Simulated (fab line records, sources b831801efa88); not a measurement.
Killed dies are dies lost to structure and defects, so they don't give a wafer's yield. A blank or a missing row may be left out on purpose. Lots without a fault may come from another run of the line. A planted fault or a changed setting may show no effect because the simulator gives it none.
One fault seen from 2 desks | flow sky130 | each desk has only its own numbers; what lay behind them comes last

THE TOOL OWNER'S DESK: implanter-04
The tool's own readings at SKY_NWELL_IMPLANT_11: means of the sampled wafers that have a number, for each lot that ran on this tool. A lot is out of limits, marked OUT, if its mean lies more than 4 standard deviations from the usual mean; the brackets give that distance.
Columns: A = beam_energy_keV at SKY_NWELL_IMPLANT_11, usual 400.00
lot  | first seen here | A
L608 | day 5 12:15     | 400.06
L614 | day 6 08:50     | 400.02
L622 | day 8 06:41     | 380.18 (-99 or more) OUT
L624 | day 8 16:31     | 380.11 (-99 or more) OUT
This desk's finding: out of limits on L622, L624; first on L622, day 8 06:41 (beam_energy_keV at SKY_NWELL_IMPLANT_11). In limits: L608, L614.

THE METROLOGY DESK
What the gauges read, lot by lot, whatever tool the lot ran on: means of the sampled wafers that have a number. A lot is out of limits, marked OUT, if its mean lies more than 4 standard deviations from the usual mean; the brackets give that distance.
Columns: A = NWELL_00_OVL at SKY_NWELL_OVL_MEAS_10, usual -1.0 nm; B = NWELL_01_OVL at SKY_NWELL_OVL_MEAS_23, usual -0.7 nm; C = NWELL_RS at SKY_NWELL_RS_MEAS_29, usual 624.7 ohm/sq
lot  | first seen here | A    | B    | C
L607 | day 5 01:40     | -1.2 | -2.8 | 624.8
L608 | day 5 12:13     | -3.1 | -3.1 | 624.2
L611 | day 5 17:32     | -0.6 | -2.2 | 621.6
L612 | day 6 01:17     | 0.8  | -0.7 | 627.4
L613 | day 6 04:32     | -2.8 | -1.7 | 624.5
L614 | day 6 08:44     | 0.1  | -0.3 | 623.2
L615 | day 6 19:38     | -0.9 | 1.5  | 625.8
L622 | day 8 06:38     | -2.1 | 0.6  | 631.3 (+4.4) OUT
L624 | day 8 16:29     | 0.3  | -0.7 | 631.1 (+4.3) OUT
L627 | day 9 17:32     | -2.5 | -0.5 | 622.4
L628 | day 9 22:49     | 0.4  | 0.9  | 626.1
L629 | day 10 00:58    | -1.1 | -1.6 | 623.6
This desk's finding: out of limits on L622, L624; first on L622, day 9 04:44 (NWELL_RS at SKY_NWELL_RS_MEAS_29). In limits: L607, L608, L611, L612, L613, L614, L615, L627, L628, L629.

PUT TOGETHER
The tool owner's desk could have raised an alarm at day 8 06:41, on L622, L624.
The metrology desk could have raised an alarm at day 9 04:44, on L622, L624.
Of the lots named, all ran SKY_NWELL_IMPLANT_11 on implanter-04.

WHAT THE SIMULATOR HAD PUT IN
Process parameter drift: implanter-04, from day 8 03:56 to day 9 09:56, at SKY_NWELL_IMPLANT_11. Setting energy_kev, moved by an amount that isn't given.
Lots struck among those shown: L622, L624.
Hours from the fault's start to each desk's first reading out of limits: the tool owner's desk, 3; the metrology desk, 25.
